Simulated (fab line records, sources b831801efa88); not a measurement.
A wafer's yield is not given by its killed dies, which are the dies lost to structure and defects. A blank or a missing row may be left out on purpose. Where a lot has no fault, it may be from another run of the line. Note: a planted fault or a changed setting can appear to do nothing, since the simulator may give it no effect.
A lot that was struck, set against a sound lot -- flow sky130 -- 15 out of 708 route steps
Sound: wafers L673.2, L673.4, L673.6. Struck: wafer L685.6 (left out: L685.3, L685.5 of the same lot, which were not struck); the cause appears at the end.
Per side, at each step with rows, come the tool, then ch with its chambers, and then its first start. Under that, the readings that differ: sound wafers -- struck wafers -- difference of the means -- sigmas: that difference in standard deviations of wafers without a fault.
alike: readings whose means differ by less than 2 such deviations, and words and numbers that are the same on both sides. not compared: withheld readings, readings that some wafer has no value for, bounds like >300 that may hide the same value, and numbers for which the record gives no deviation and whose values overlap.
Wherever a step has rows on one side only, a row that says differs or no value, or a row with sigmas, the two part there. Numbers that have no deviation but don't overlap get no sigmas and don't part them. Lack of a reading on every wafer of one side parts them only where that side has two or more wafers.

first, 1 step without rows for these wafers: SKY_METAL5_CLEAN_19 (cleans in O3/DIW).
SKY_PASSIVATION_CVD_00: deposits SiO2, target thk 90 nm.
  sound on pecvd-02 ch 0,1,2, day 45 17:17; struck on pecvd-04 ch 1, day 48 17:32
reading,sound,struck,difference,sigmas
rf-fwd-power-W (W),584.5 588.4 588.7,593.0,+5.8,+2
  alike: heater-power-w
SKY_PASSIVATION_THK_MEAS_01:
  sound: film-metro-04 at day 45 17:19; struck: film-metro-04 at day 48 17:34
  alike: PASSIVATION_CVD_00_THK
SKY_PASSIVATION_CVD_02: deposits Si3N4, target thk 540 nm.
  sound on pecvd-01 ch 1,2, day 45 17:22; struck on pecvd-01 ch 0, day 48 17:37
reading,sound,struck,difference,sigmas
rf-fwd-power-W (W),446.8 448.1 444.8,450.3,+3.7,+3
  alike: heater-power-w
SKY_PASSIVATION_THK_MEAS_03:
  sound: film-metro-03 at day 45 17:35; struck: film-metro-03 at day 48 17:52
  alike: PASSIVATION_CVD_02_THK
then, 7 steps without rows for these wafers: SKY_PASSIVATION_DEHYDRATE_04 (time 60 s); SKY_PASSIVATION_HMDS_05 (prime time 60 s); SKY_PASSIVATION_COAT_06 (resist thk 3000 nm); SKY_PASSIVATION_SOFTBAKE_07; SKY_PASSIVATION_EXPOSE_08 (exposes mask NSM, target cd 3000 nm); SKY_PASSIVATION_PEB_09; SKY_PASSIVATION_DEVELOP_10 (develop time 60 s).
SKY_PASSIVATION_ETCH_11: etches the open film in CF4/O2, stops on AlCu, target depth 725 nm, time 161.1 s.
  sound on rie-diel-02 ch 0,1,3, day 46 14:28; struck on rie-diel-03 ch 2, day 49 11:08
reading,sound,struck,difference,sigmas
oes-product-au (a.u.),0.965 0.971 0.979,0.750,-0.222,-31
throttle-valve-pct (%),5.958 5.957 5.953,5.888,-0.068,-7
model.PASSIVATION.feature-depth-nm (nm),699.3 696.7 707.4,431.2,-269.9,
model.etch.depth-nm (nm),699.3 696.7 707.4,431.2,-269.9,
model.coat_of_PASSIVATION_COAT_06.thk-nm (nm),2508 2518 2515,2696,+182,
  alike: drypump-motor-current-A, rf-fwd-power-W
  not compared: rf-hours-counter-h
SKY_PASSIVATION_STRIP_12: strips in O2/N2.
  sound on plasma-asher-01 ch 0,1, day 46 14:34; struck on plasma-asher-01 ch 1, day 49 11:16
reading,sound,struck,difference,sigmas
strip-time-to-endpoint-s (s),31.42 31.53 31.51,33.58,+2.09,+16
  alike: drypump-motor-current-A, oes-product-au
  not compared: rf-hours-counter-h
then, 1 step without rows for these wafers: SKY_PAD_OPEN_DEHYDRATE_00 (time 60 s).

WHERE THEY PART
Last at SKY_PASSIVATION_STRIP_12 as far as this record goes, first at SKY_PASSIVATION_CVD_00.

WHY: what had been put in by the simulator
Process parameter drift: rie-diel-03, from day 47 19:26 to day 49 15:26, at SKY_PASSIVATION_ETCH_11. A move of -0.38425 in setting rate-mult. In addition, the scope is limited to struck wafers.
